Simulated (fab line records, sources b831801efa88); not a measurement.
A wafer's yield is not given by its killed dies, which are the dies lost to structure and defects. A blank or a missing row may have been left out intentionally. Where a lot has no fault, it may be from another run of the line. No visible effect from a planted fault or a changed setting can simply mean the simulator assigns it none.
fab line records	flow sky130
[record] lots = 10	wafers = 30	lastDay = 50
route steps=708 shown CONTACT@421 METAL1@436
lots that met no fault: from a run of the same line without faults
startH: hours from the record's opening day to when the first of the lot's shown wafers began	waitH: time in hours since the lot's previous step	" same as the row above	L1.1+2: a single row standing in for several wafers	- value missing, or start not given	* or withheld: withheld	< > ~ a bound
route shown NAME@n: a module of which the file shows steps, and the number in the route of the first	usual: mean/standard deviation taken from wafers without a fault	same: alike in all rows	chamber/n: place in a boat	sites: per-site readings	_std_site: their standard deviation	_edge_site: inner sites' mean taken away from outer sites' mean	radiusMm: how far each site lies from the wafer's centre	mask NAME#n: copy n	behind: the most recent tool/chamber to have shaped the wafer	hold: why the lot was held/for how many hours/how that ended	device: whichever transistor did not switch (one of n, p or np)	end of line: at the end of the route, the tests of the same wafers	where a step has no rows: the recipe by itself	killed: the dies lost at the first sort to structure and to defects; this is not the yield of the wafer	map: a wafer's dies, x killed, . not, _ none there
set.NAME: the run value of the setting; set.NAME@STEP: its run value at that earlier step	model.NAME: the simulator's own value behind a step, which no gauge read
steps of the route over a sample of lots; a table a step, a row a wafer
services: a tool's chamber out of use, with start hour (startH, from the record's first day; less than 0 if before it), hours out, and reason
[[steps]]
[step SKY_CONTACT_OVL_MEAS_15]
[usual] CONTACT_OVL = -5/5.3
lot.wafer	tool	chamber	startH	waitH	CONTACT_OVL[nm]
L246.2	overlay-02	-	735.07	0.1	-8
L246.4	"	-	"	"	-8
L246.5	"	-	"	"	-5
L249.2	overlay-02	-	758.45	0.1	-16
L249.3	"	-	"	"	-7
L249.5	"	-	"	"	-7
L253.1	overlay-01	-	806.65	0.1	-10
L253.2	"	-	"	"	-16
L253.6	"	-	"	"	-19
L254.1	overlay-01	-	808.06	0.1	4
L254.4	"	-	"	"	-1
L254.6	"	-	"	"	-4
L255.4	overlay-01	-	817.32	0.1	5
L255.5	"	-	"	"	-2
L255.6	"	-	"	"	5
L256.2	overlay-01	-	831.67	0.1	-12
L256.5	"	-	"	"	-8
L256.6	"	-	"	"	-6
L264.3	overlay-02	-	890.68	0.1	-5
L264.4	"	-	"	"	-1
L264.5	"	-	"	"	-8
L267.3	overlay-01	-	896.98	0.1	1
L267.4	"	-	"	"	5
L267.5	"	-	"	"	6
L268.2	overlay-01	-	906.90	0.1	-1
L268.3	"	-	"	"	-5
L268.4	"	-	"	"	-2
L269.1	overlay-01	-	908.35	0.1	-9
L269.3	"	-	"	"	-12
L269.5	"	-	"	"	-15
[step SKY_CONTACT_ETCH_16]
[recipe] chemistry = N2/H2	target = BARC	ionEnergyEv = 200	sourceW = 500	biasW = 100	pressureMtorr = 30	n2FlowSccm = 100	h2FlowSccm = 200	stopOn = SiO2	timeS = 45.9	targetDepthA = 600
[usual] drypumpMotorCurrentA = 5.5/0.46	oesProductAu = 0.854/0.004	throttleValvePct = 13.225/0.0095
lot.wafer	tool	chamber	startH	waitH	drypumpMotorCurrentA	oesProductAu	rfHoursCounterH	throttleValvePct
L246.2	rieDiel-01	1	735.10	0.0	5.6	0.855	22	13.227
L246.4	"	0	"	"	5.8	0.858	23	13.218
L246.5	"	0	"	"	5.8	0.851	-	13.229
L249.2	rieDiel-02	0	758.48	0.0	6.0	0.845	4	13.226
L249.3	"	2	"	"	6.4	0.855	64	13.213
L249.5	"	3	"	"	5.4	0.851	-	13.219
L253.1	rieDiel-02	0	806.68	0.0	5.9	0.855	6	13.206
L253.2	"	2	"	"	6.4	0.853	66	13.212
L253.6	"	3	"	"	5.4	0.846	-	13.228
L254.1	rieDiel-01	3	808.10	0.0	5.5	0.854	6	13.222
L254.4	"	3	"	"	5.5	0.856	-	13.231
L254.6	"	1	"	"	5.6	0.856	-	13.233
L255.4	rieDiel-02	3	817.35	0.0	5.4	0.856	-	13.231
L255.5	"	0	"	"	6.0	0.851	-	13.223
L255.6	"	1	"	"	5.2	0.847	-	13.244
L256.2	rieDiel-04	3	831.70	0.0	6.0	0.855	10	13.239
L256.5	"	3	"	"	6.0	0.853	-	13.230
L256.6	"	2	"	"	4.9	0.852	-	13.238
L264.3	rieDiel-01	3	890.70	0.0	5.5	0.858	9	13.230
L264.4	"	3	"	"	5.5	0.858	-	13.228
L264.5	"	2	"	"	4.8	0.849	-	13.221
L267.3	rieDiel-02	3	897.00	0.0	5.4	0.853	14	13.228
L267.4	"	2	"	"	6.4	0.857	2	13.219
L267.5	"	3	"	"	5.4	0.855	-	13.205
L268.2	rieDiel-02	1	906.93	0.0	5.2	0.851	3	13.231
L268.3	"	0	"	"	5.9	0.858	10	13.234
L268.4	"	2	"	"	6.4	0.854	-	13.238
L269.1	rieDiel-01	3	908.38	0.0	5.5	0.849	9	13.222
L269.3	"	1	"	"	5.7	0.857	27	13.226
L269.5	"	3	"	"	5.5	0.848	-	13.223
[step SKY_METAL1_SPUTTER_02]
[recipe] material = AlCu	targetThkNm = 250	powerW = 10600	timeS = 13.3	chamberPressurePa = 0.4
[usual] throttleValvePct = 29.7/0.91
lot.wafer	tool	chamber	startH	waitH	throttleValvePct
L246.2	pvdSputter-02	-	736.52	0.0	29.5
L246.4	"	-	"	"	29.0
L246.5	"	-	"	"	29.4
L249.2	pvdSputter-02	-	759.94	0.0	29.2
L249.3	"	-	"	"	29.7
L249.5	"	-	"	"	29.8
L253.1	pvdSputter-01	-	808.11	0.0	29.3
L253.2	"	-	"	"	30.0
L253.6	"	-	"	"	29.9
L254.1	pvdSputter-04	-	809.62	0.0	28.3
L254.4	"	-	"	"	30.3
L254.6	"	-	"	"	31.3
L255.4	pvdSputter-02	-	819.09	0.0	29.2
L255.5	"	-	"	"	28.8
L255.6	"	-	"	"	29.7
L256.2	pvdSputter-04	-	833.46	0.0	31.1
L256.5	"	-	"	"	30.9
L256.6	"	-	"	"	31.1
L264.3	pvdSputter-01	-	892.13	0.0	30.0
L264.4	"	-	"	"	28.9
L264.5	"	-	"	"	29.8
L267.3	pvdSputter-04	-	898.43	0.0	28.3
L267.4	"	-	"	"	31.0
L267.5	"	-	"	"	30.9
L268.2	pvdSputter-02	-	908.40	0.0	29.7
L268.3	"	-	"	"	29.1
L268.4	"	-	"	"	28.8
L269.1	pvdSputter-01	-	909.81	0.0	30.1
L269.3	"	-	"	"	30.0
L269.5	"	-	"	"	30.2
[step SKY_METAL1_SPUTTER_03]
[recipe] material = Ti	targetThkNm = 5	powerW = 3000	timeS = 3.3	chamberPressurePa = 0.4
[usual] throttleValvePct = 29.7/0.93
lot.wafer	tool	chamber	startH	waitH	throttleValvePct
L246.2	pvdSputter-02	-	736.55	0.0	29.4
L246.4	"	-	"	"	29.0
L246.5	"	-	"	"	29.6
L249.2	pvdSputter-02	-	759.97	0.0	29.2
L249.3	"	-	"	"	29.5
L249.5	"	-	"	"	30.0
L253.1	pvdSputter-01	-	808.13	0.0	29.7
L253.2	"	-	"	"	29.9
L253.6	"	-	"	"	29.9
L254.1	pvdSputter-04	-	809.64	0.0	28.2
L254.4	"	-	"	"	30.2
L254.6	"	-	"	"	31.1
L255.4	pvdSputter-02	-	819.11	0.0	29.3
L255.5	"	-	"	"	28.9
L255.6	"	-	"	"	29.8
L256.2	pvdSputter-04	-	833.49	0.0	31.0
L256.5	"	-	"	"	31.1
L256.6	"	-	"	"	31.1
L264.3	pvdSputter-01	-	892.16	0.0	30.2
L264.4	"	-	"	"	29.0
L264.5	"	-	"	"	29.5
L267.3	pvdSputter-04	-	898.45	0.0	28.4
L267.4	"	-	"	"	31.0
L267.5	"	-	"	"	31.2
L268.2	pvdSputter-02	-	908.43	0.0	29.5
L268.3	"	-	"	"	29.1
L268.4	"	-	"	"	29.3
L269.1	pvdSputter-01	-	909.84	0.0	30.4
L269.3	"	-	"	"	29.8
L269.5	"	-	"	"	30.3
[step SKY_METAL1_RS_MEAS_05]
[recipe] thkMeasGauge = four-point-probe	reads = TiN_of_METAL1_SPUTTER_04+Ti_of_METAL1_SPUTTER_03+AlCu_of_METAL1_SPUTTER_02+TiN_of_METAL1_SPUTTER_01+Ti_of_METAL1_SPUTTER_00
[usual] METAL1_ALCU_RS = 0.1270/0.0014
lot.wafer	tool	chamber	startH	waitH	METAL1_ALCU_RS[ohm/sq]
L246.2	filmMetro-02	-	736.63	0.0	0.1258
L246.4	"	-	"	"	0.1256
L246.5	"	-	"	"	0.1254
L249.2	filmMetro-03	-	760.05	0.0	0.1273
L249.3	"	-	"	"	0.1251
L249.5	"	-	"	"	0.1266
L253.1	filmMetro-03	-	808.20	0.0	0.1271
L253.2	"	-	"	"	0.1272
L253.6	"	-	"	"	0.1283
L254.1	filmMetro-04	-	809.71	0.0	0.1285
L254.4	"	-	"	"	0.1260
L254.6	"	-	"	"	0.1271
L255.4	filmMetro-03	-	819.24	0.1	0.1301
L255.5	"	-	"	"	0.1270
L255.6	"	-	"	"	0.1300
L256.2	filmMetro-03	-	833.58	0.0	0.2041
L256.5	"	-	"	"	0.2032
L256.6	"	-	"	"	0.1267
L264.3	filmMetro-03	-	892.26	0.1	0.1270
L264.4	"	-	"	"	0.1268
L264.5	"	-	"	"	0.1279
L267.3	filmMetro-02	-	898.56	0.1	0.1286
L267.4	"	-	"	"	0.1279
L267.5	"	-	"	"	0.1267
L268.2	filmMetro-04	-	908.51	0.0	0.1281
L268.3	"	-	"	"	0.1279
L268.4	"	-	"	"	0.1270
L269.1	filmMetro-02	-	909.90	0.0	0.1290
L269.3	"	-	"	"	0.1279
L269.5	"	-	"	"	0.1282
[step SKY_METAL1_THK_MEAS_06]
[recipe] thkMeasGauge = xrf	reads = AlCu_of_METAL1_SPUTTER_02
[usual] METAL1_ALCU_THK = 254.0/2.7
lot.wafer	tool	chamber	startH	waitH	METAL1_ALCU_THK[nm]
L246.2	filmMetro-02	-	736.74	0.1	257.4
L246.4	"	-	"	"	257.9
L246.5	"	-	"	"	259.0
L249.2	filmMetro-03	-	760.16	0.1	253.0
L249.3	"	-	"	"	256.3
L249.5	"	-	"	"	256.5
L253.1	filmMetro-03	-	808.32	0.1	251.3
L253.2	"	-	"	"	257.0
L253.6	"	-	"	"	252.5
L254.1	filmMetro-04	-	809.83	0.1	251.1
L254.4	"	-	"	"	254.2
L254.6	"	-	"	"	253.1
L255.4	filmMetro-03	-	819.33	0.1	250.1
L255.5	"	-	"	"	253.8
L255.6	"	-	"	"	250.4
L256.2	filmMetro-03	-	833.69	0.1	160.2
L256.5	"	-	"	"	161.8
L256.6	"	-	"	"	252.8
L264.3	filmMetro-03	-	892.36	0.1	255.5
L264.4	"	-	"	"	253.9
L264.5	"	-	"	"	252.7
L267.3	filmMetro-02	-	898.66	0.1	251.2
L267.4	"	-	"	"	251.7
L267.5	"	-	"	"	255.9
L268.2	filmMetro-04	-	908.62	0.1	251.2
L268.3	"	-	"	"	251.9
L268.4	"	-	"	"	251.3
L269.1	filmMetro-02	-	910.02	0.1	250.5
L269.3	"	-	"	"	252.8
L269.5	"	-	"	"	251.2
[step SKY_METAL1_METAL_ETCH_19]
[recipe] targetDepthA = 3600	stopOn = SiO2	overEtchFrac = 0.3	timeS = 78	chemistry = Cl2/BCl3	resistSidewallDeg = 88	pressureMtorr = 10	icpW = 900	biasW = 48.5	Cl2_flow_sccm = 60	bcl3FlowSccm = 30
[usual] bcl3FlowSccm = 29.99/0.09	drypumpMotorCurrentA = 5.7/0.55	oesProductAu = 0.853/0.0058	throttleValvePct = 22.265/0.0098
lot.wafer	tool	chamber	startH	waitH	bcl3FlowSccm	drypumpMotorCurrentA	oesProductAu	rfHoursCounterH	throttleValvePct
L246.2	rieMetal-04	0	763.24	0.0	29.93	5.0	0.856	12	22.258
L246.4	"	0	"	"	29.85	4.9	0.857	-	22.259
L246.5	"	1	"	"	29.96	6.1	0.863	-	22.265
L249.2	rieMetal-04	0	786.66	0.0	29.97	4.9	0.859	13	22.270
L249.3	"	0	"	"	29.99	4.9	0.846	-	22.268
L249.5	"	0	"	"	29.96	5.0	0.854	-	22.277
L253.1	rieMetal-04	0	834.88	0.0	29.95	5.0	0.853	15	22.250
L253.2	"	1	"	"	29.87	6.1	0.847	16	22.265
L253.6	"	0	"	"	29.90	4.9	0.850	-	22.250
L254.1	rieMetal-01	0	836.24	0.0	30.05	5.2	0.853	11	22.257
L254.4	"	1	"	"	30.00	6.6	0.856	-	22.249
L254.6	"	1	"	"	30.01	6.6	0.851	-	22.275
L255.4	rieMetal-04	0	844.29	0.1	29.98	4.9	0.850	-	22.274
L255.5	"	0	"	"	30.06	5.0	0.848	-	22.261
L255.6	"	1	"	"	30.10	6.1	0.845	-	22.255
L256.2	rieMetal-01	0	859.13	0.0	30.08	5.3	0.760	13	22.275
L256.5	"	0	"	"	29.98	5.3	0.749	-	22.271
L256.6	"	1	"	"	29.91	6.6	0.856	-	22.268
L264.3	rieMetal-04	1	918.20	0.1	29.93	6.1	0.848	-	22.266
L264.4	"	1	"	"	29.94	6.1	0.854	-	22.276
L264.5	"	1	"	"	29.82	6.1	0.859	-	22.258
L267.3	rieMetal-01	0	924.58	0.1	29.90	5.3	0.846	-	22.254
L267.4	"	0	"	"	29.96	5.3	0.856	-	22.255
L267.5	"	0	"	"	29.85	5.3	0.860	-	22.265
L268.2	rieMetal-01	0	933.55	0.1	29.95	5.3	0.853	-	22.261
L268.3	"	0	"	"	29.96	5.3	0.852	-	22.268
L268.4	"	0	"	"	30.09	5.2	0.852	-	22.278
L269.1	rieMetal-01	0	935.00	0.1	30.11	5.2	0.862	19	22.272
L269.3	"	0	"	"	29.91	5.3	0.858	-	22.285
L269.5	"	0	"	"	29.98	5.3	0.854	-	22.262
[[services]]
tool	chamber	startH	hours	kind
rieMetal-04	-	715.06	1.1	repair
pvdSputter-02	-	716.50	4.4	repair
rieMetal-04	-	716.94	0.3	repair
rieDiel-02	-	729.15	0.4	repair
rieMetal-01	-	733.99	5.8	repair
pvdSputter-02	0	738.05	-	consumableReplace:kit
rieDiel-02	-	750.06	3.0	repair
rieMetal-04	0	751.44	2.2	repair
rieMetal-01	-	771.00	26.5	repair
rieDiel-04	-	783.03	0.3	repair
rieMetal-01	-	797.58	1.4	pm
pvdSputter-04	-	806.81	2.7	repair
rieDiel-01	-	834.08	14.6	pm
rieDiel-02	1	858.22	10.4	repair
rieDiel-02	-	860.87	0.4	repair
rieDiel-04	-	870.38	1.7	repair
rieDiel-04	2	886.15	7.7	repair
rieDiel-01	1	888.23	8.4	repair
rieMetal-01	1	902.06	73.1	repair
rieDiel-02	3	905.22	3.3	repair
rieDiel-02	-	917.08	1.1	repair
rieDiel-01	-	917.74	29.6	repair
rieDiel-04	0	918.81	9.9	repair
rieDiel-04	-	921.33	0.3	repair
[[key]]
[firstSign] step = SKY_METAL1_RS_MEAS_05	reading = METAL1_ALCU_RS	direction = up	sigmas = 56	usual = 0.1270	struck = 0.2037
[effect] step = SKY_METAL1_THK_MEAS_06	reading = METAL1_ALCU_THK	direction = down	sigmas = 35	usual = 254.0	struck = 161.0
[effect] step = SKY_METAL1_METAL_ETCH_19	reading = oesProductAu	direction = down	sigmas = 17	usual = 0.853	struck = 0.754
metAt SKY_METAL1_SPUTTER_02
struckLots L256
struckWafers L256.2,L256.5
notActingAt SKY_CONTACT_OVL_MEAS_15,SKY_CONTACT_ETCH_16,SKY_METAL1_SPUTTER_03
[fault] kind = processParameterDrift	tool = pvdSputter-04	chamber = -	onsetH = 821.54	steps = SKY_METAL1_SPUTTER_02	channel = targetThkNm	offset = -93.628	shape = step	endH = 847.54	actsIn = theseRecipesOnly	stated = 250	scope = struckWafersOnly
